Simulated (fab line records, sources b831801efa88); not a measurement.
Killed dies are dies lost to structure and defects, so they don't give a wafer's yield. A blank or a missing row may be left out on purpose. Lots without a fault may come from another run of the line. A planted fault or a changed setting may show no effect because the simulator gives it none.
Split-lot experiment | flow sfq_line | 5 lots, 27 wafers read, on a route of 325 steps

THE SPLIT
At SFQ_TRILAYER_L0_DEP_SPUTTER_003 (material MoNx KI, target thk 40 nm, time 100 s), the setting time_s was moved away from the recipe's 100 s on 12 of the 27 wafers read, by -33.4% to +41.8%. The other wafers ran this setting at the recipe's value.

FROM THE SPLIT TO THE READING: what the file shows between them, 6 steps
- SFQ_L0_RS_MEAS_901: measures by four-point-probe
- SFQ_L0_THK_MEAS_902: measures by xrf
- SFQ_TRILAYER_L0_LITHO_COAT_010: resist thk 62 nm
- SFQ_TRILAYER_L0_LITHO_COAT_005: resist thk 600 nm
- SFQ_TRILAYER_L0_LITHO_DEVELOP_007: time 60 s
- SFQ_TRILAYER_L0_BARC_OPEN_METAL_ETCH_010: etches BARC in O2, target depth 125 nm, time 41.7 s

THE READING
oes_product_au, in a.u., at SFQ_TRILAYER_L0_ETCH_METAL_ETCH_008 (etches MoNx KI in SF6/O2, stops on SiO2, target depth 50 nm, time 25 s). Fault-free wafers of this fab line usually give 0.874 a.u., standard deviation 0.0089 a.u..

wafer  | tool, chamber at the split | time_s as run, s | against the recipe | oes_product_au, a.u. | against lot-mates on the recipe
L074.1 | pvd_sputter-06, -          | 100              | recipe             | 0.876                | -
L074.2 | pvd_sputter-06, -          | 100              | recipe             | 0.849                | -
L074.3 | pvd_sputter-06, -          | 100              | recipe             | 0.874                | -
L074.4 | pvd_sputter-06, -          | 141.8            | +41.8%             | 0.998                | +0.132
L074.5 | pvd_sputter-06, -          | 141.8            | +41.8%             | 1.011                | +0.145
L074.6 | pvd_sputter-06, -          | 141.8            | +41.8%             | 0.998                | +0.132
L080.1 | pvd_sputter-05, -          | 100              | recipe             | 0.859                | -
L080.2 | pvd_sputter-05, -          | 100              | recipe             | 0.874                | -
L080.5 | pvd_sputter-05, -          | 100              | recipe             | 0.871                | -
L081.1 | pvd_sputter-03, -          | 75.43            | -24.6%             | 0.761                | -0.121
L081.2 | pvd_sputter-03, -          | 100              | recipe             | 0.877                | -
L081.3 | pvd_sputter-03, -          | 75.43            | -24.6%             | 0.758                | -0.124
L081.4 | pvd_sputter-03, -          | 100              | recipe             | 0.890                | -
L081.5 | pvd_sputter-03, -          | 100              | recipe             | 0.878                | -
L081.6 | pvd_sputter-03, -          | 75.43            | -24.6%             | 0.758                | -0.124
L083.1 | pvd_sputter-03, -          | 100              | recipe             | 0.878                | -
L083.2 | pvd_sputter-03, -          | 66.62            | -33.4%             | 0.719                | -0.165
L083.3 | pvd_sputter-03, -          | 66.62            | -33.4%             | 0.720                | -0.164
L083.4 | pvd_sputter-03, -          | 100              | recipe             | 0.886                | -
L083.5 | pvd_sputter-03, -          | 100              | recipe             | 0.889                | -
L083.6 | pvd_sputter-03, -          | 66.62            | -33.4%             | 0.722                | -0.162
L084.1 | pvd_sputter-05, -          | 74.27            | -25.7%             | 0.742                | -0.131
L084.2 | pvd_sputter-05, -          | 100              | recipe             | 0.866                | -
L084.3 | pvd_sputter-05, -          | 100              | recipe             | 0.874                | -
L084.4 | pvd_sputter-05, -          | 74.27            | -25.7%             | 0.739                | -0.134
L084.5 | pvd_sputter-05, -          | 100              | recipe             | 0.879                | -
L084.6 | pvd_sputter-05, -          | 74.27            | -25.7%             | 0.747                | -0.126

THE FIT
A straight line over all 27 wafers: oes_product_au changes by +0.00393 a.u. for each +1% of time_s; r = +0.98; the points scatter about the line by 0.017 a.u..
The same after taking each lot's own level away (the mean of its wafers on the recipe; 27 wafers): +0.00412 a.u. for each +1%; r = +0.98; scatter 0.016 a.u..
On that fit, the largest move of time_s shifts the reading by 0.17 a.u..
The lots' own levels span 0.8663 to 0.8843 a.u., that is 2.0 times the standard deviation above.
So the lot-to-lot level changes the slope little: the two slopes agree.
Check: with one of the wafers moved furthest among these (+41.8%) left out of the fit, the line predicts +0.168 a.u. for it against its lot-mates. It came out at +0.132 a.u. against them.

THE WHOLE CHAIN: every reading that the file lists as answering this split, in the file's order
step                                | what it does                                                           | reading                                                                                        | change (the file's fit)                   | r (the file's)
SFQ_TRILAYER_L0_DEP_SPUTTER_003     | material MoNx KI, target thk 40 nm, time 100 s                         | MoNx_KI_of_TRILAYER_L0_DEP_SPUTTER_003.thk_nm (the simulator's own value, which no gauge read) | +0.401 nm for each +1% of the setting     | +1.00
SFQ_L0_RS_MEAS_901                  | measures by four-point-probe                                           | L0_MONX_KI_RS                                                                                  | -0.481 for each +1% of the setting        | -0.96
SFQ_L0_THK_MEAS_902                 | measures by xrf                                                        | L0_MONX_KI_THK                                                                                 | +0.392 for each +1% of the setting        | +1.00
SFQ_TRILAYER_L0_ETCH_METAL_ETCH_008 | etches MoNx KI in SF6/O2, stops on SiO2, target depth 50 nm, time 25 s | oes_product_au                                                                                 | +0.00424 a.u. for each +1% of the setting | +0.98

THE FILE'S OWN FIT
oes_product_au changes by +0.00424 a.u. for each +1% of time_s, r = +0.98.
